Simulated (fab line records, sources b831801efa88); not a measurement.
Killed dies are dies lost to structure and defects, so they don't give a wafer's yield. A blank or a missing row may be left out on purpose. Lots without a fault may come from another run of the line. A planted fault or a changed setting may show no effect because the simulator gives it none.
One fault seen from 2 desks | flow gf180mcu | each desk has only its own numbers; what lay behind them comes last

THE TOOL OWNER'S DESK: krf_scanner-01
The tool's own readings at GF_M2_EXPOSE_11 (exposes mask Metal2, target cd 280 nm): means of the sampled wafers that have a number, for each lot that ran on this tool. A lot is out of limits, marked OUT, if its mean lies more than 4 standard deviations from the usual mean; the brackets give that distance.
Columns: A = exposure_dose_mJ_cm2 at GF_M2_EXPOSE_11, usual 28.11; B = reticle_temp_C at GF_M2_EXPOSE_11, usual 22.99 C
lot  | first seen here | A                | B
L512 | day 19 10:10    | 28.25            | 22.99
L516 | day 21 01:37    | 28.24            | 22.99
L520 | day 22 14:01    | 27.36 (-4.7) OUT | 23.07
This desk's finding: out of limits on L520; first on L520, day 22 14:01 (exposure_dose_mJ_cm2 at GF_M2_EXPOSE_11). In limits: L512, L516.

THE METROLOGY DESK
What the gauges read, lot by lot, whatever tool the lot ran on: means of the sampled wafers that have a number. A lot is out of limits, marked OUT, if its mean lies more than 4 standard deviations from the usual mean; the brackets give that distance.
Columns: A = cd_nm at GF_M2_CD_MEAS_14, usual 279.9 nm
lot  | first seen here | A
L510 | day 19 03:18    | 279.9
L511 | day 19 15:10    | 279.9
L512 | day 19 22:05    | 279.5
L513 | day 20 09:10    | 281.4
L514 | day 20 16:54    | 280.1
L515 | day 21 03:37    | 279.1
L516 | day 21 13:02    | 279.9
L520 | day 23 01:48    | 284.3 (+4.0) OUT
L526 | day 24 20:28    | 280.7
L529 | day 25 18:25    | 279.2
L530 | day 26 00:26    | 278.0
L532 | day 26 18:39    | 281.3
L533 | day 27 04:11    | 281.6
This desk's finding: out of limits on L520; first on L520, day 23 01:48 (cd_nm at GF_M2_CD_MEAS_14). In limits: L510, L511, L512, L513, L514, L515, L516, L526, L529, L530, L532, L533.

PUT TOGETHER
The tool owner's desk could have raised an alarm at day 22 14:01, on L520.
The metrology desk could have raised an alarm at day 23 01:48, on L520.
Of the lots named, all ran GF_M2_EXPOSE_11 on krf_scanner-01.

WHAT THE SIMULATOR HAD PUT IN
Process parameter drift: krf_scanner-01, from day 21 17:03 on, at GF_M2_EXPOSE_11. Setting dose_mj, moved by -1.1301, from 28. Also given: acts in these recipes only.
Lots struck among those shown: L520.
Hours from the fault's start to each desk's first reading out of limits: the tool owner's desk, 21; the metrology desk, 33.
